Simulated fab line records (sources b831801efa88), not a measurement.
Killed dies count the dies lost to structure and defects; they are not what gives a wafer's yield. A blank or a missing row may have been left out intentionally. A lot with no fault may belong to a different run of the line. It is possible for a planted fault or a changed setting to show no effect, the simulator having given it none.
Matching of chambers | flow gf180mcu | GF_V4_CMP_04 on cmp-02: 4 sister chambers
The step polishes SiO2. 4 wafers are shown with their chamber, then 9 later ones without.

## WAFERS, EACH WITH ITS CHAMBER
wafer  | chamber | motor_current_A (A)
L637.3 | 3       | 12.6
L640.2 | 1       | 14.1
L640.3 | 0       | 13.4
L640.6 | 2       | 11.0

## WAFERS WITHOUT THEIR CHAMBER
wafer  | motor_current_A (A)
L648.3 | 14.0
L648.5 | 13.5
L648.6 | 13.3
L649.1 | 13.5
L649.3 | 12.6
L649.6 | 12.8
L650.1 | 11.4
L650.2 | 12.8
L650.4 | 12.1

## THE CHAMBER EACH PASSED THROUGH
wafer  | from the rows above     | in truth
L648.3 | 1                       | 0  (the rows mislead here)
L648.5 | 0                       | 0
L648.6 | 0                       | 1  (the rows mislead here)
L649.1 | 0                       | 0
L649.3 | 3                       | 3
L649.6 | can't be placed: 3 or 0 | 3
L650.1 | 2                       | 2
L650.2 | can't be placed: 3 or 0 | 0
L650.4 | 3                       | 3
Correctly placed: 5 of 9. These rows do not allow placing 2 (true chamber among the candidates in 2). Number placed wrongly: 2.
How it was worked out, from the rows above alone: a wafer's distance from a chamber is the root of the sum, over the readings, of the square of ((its reading less the chamber's mean) divided by the reading's scatter). The wafer belongs to the nearest chamber; if the next one is less than 2 further off, it can't be placed. Each chamber's mean is taken over the wafers shown for it. The scatter (one wafer shown for each chamber): square how far every hidden wafer sits from the nearest shown wafer, average those squares and take the square root.
